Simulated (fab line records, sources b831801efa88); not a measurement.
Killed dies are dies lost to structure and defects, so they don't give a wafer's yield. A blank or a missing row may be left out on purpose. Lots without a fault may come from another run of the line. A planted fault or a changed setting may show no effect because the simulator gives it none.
One fault seen from 2 desks | flow gf180mcu | each desk has only its own numbers; what lay behind them comes last

THE METROLOGY DESK
What the gauges read, lot by lot, whatever tool the lot ran on: means of the sampled wafers that have a number. A lot is out of limits, marked OUT, if its mean lies more than 4 standard deviations from the usual mean; the brackets give that distance.
Columns: A = DNWELL_TW at GF_DNWELL_TW_MEAS_09, usual 1354; B = MVPSD_TW at GF_MVPSD_TW_MEAS_11, usual 560.2; C = NSD_TW at GF_NSD_TW_MEAS_12, usual 4283
lot  | first seen here | A    | B     | C
L160 | day 2 17:05     | 1355 | 562.6 | 4303
L161 | day 3 00:59     | 1381 | 560.0 | 4263
L162 | day 3 05:13     | 1335 | 559.5 | 4298
L163 | day 3 10:28     | 1336 | 559.6 | 4302
L170 | day 5 00:10     | 1392 | 558.8 | 4244
L171 | day 5 06:17     | 1384 | 559.1 | 4274
L174 | day 5 19:54     | 1338 | 561.5 | 4292
L175 | day 6 05:40     | 1370 | 561.5 | 4300
L176 | day 6 08:45     | 1366 | 558.0 | 4274
L178 | day 6 15:22     | 1370 | 558.3 | 4287
L179 | day 7 02:23     | 1351 | 556.4 | 4314
L183 | day 7 20:12     | 1342 | 563.0 | 4256
This desk's finding: nothing out of limits on any of the 12 lots.

THE TOOL OWNER'S DESK: implanter-02
The tool's own readings at GF_DNWELL_IMPLANT_07: means of the sampled wafers that have a number, for each lot that ran on this tool. A lot is out of limits, marked OUT, if its mean lies more than 4 standard deviations from the usual mean; the brackets give that distance.
Columns: A = beam_on_s at GF_DNWELL_IMPLANT_07, usual 9.98 s; B = faraday_current_uA at GF_DNWELL_IMPLANT_07, usual 56.5
lot  | first seen here | A                | B
L163 | day 3 10:13     | 10.08            | 55.9
L170 | day 4 23:55     | 11.21 (+6.2) OUT | 51.3 (-4.7) OUT
L171 | day 5 06:03     | 11.33 (+6.7) OUT | 50.5 (-5.4) OUT
This desk's finding: out of limits on L170, L171; first on L170, day 4 23:55 (beam_on_s at GF_DNWELL_IMPLANT_07). In limits: L163.

PUT TOGETHER
The tool owner's desk could have raised an alarm at day 4 23:55, on L170, L171.
The metrology desk saw nothing out of limits.
The metrology desk has L170, L171 on record, within its limits.
Of the lots named, all ran GF_DNWELL_IMPLANT_07 on implanter-02.

WHAT THE SIMULATOR HAD PUT IN
Process parameter drift: implanter-02, from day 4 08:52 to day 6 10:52, at GF_DNWELL_IMPLANT_07. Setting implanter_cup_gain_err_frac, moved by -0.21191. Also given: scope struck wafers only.
Lots struck among those shown: L170, L171.
Hours from the fault's start to each desk's first reading out of limits: the tool owner's desk, 15.
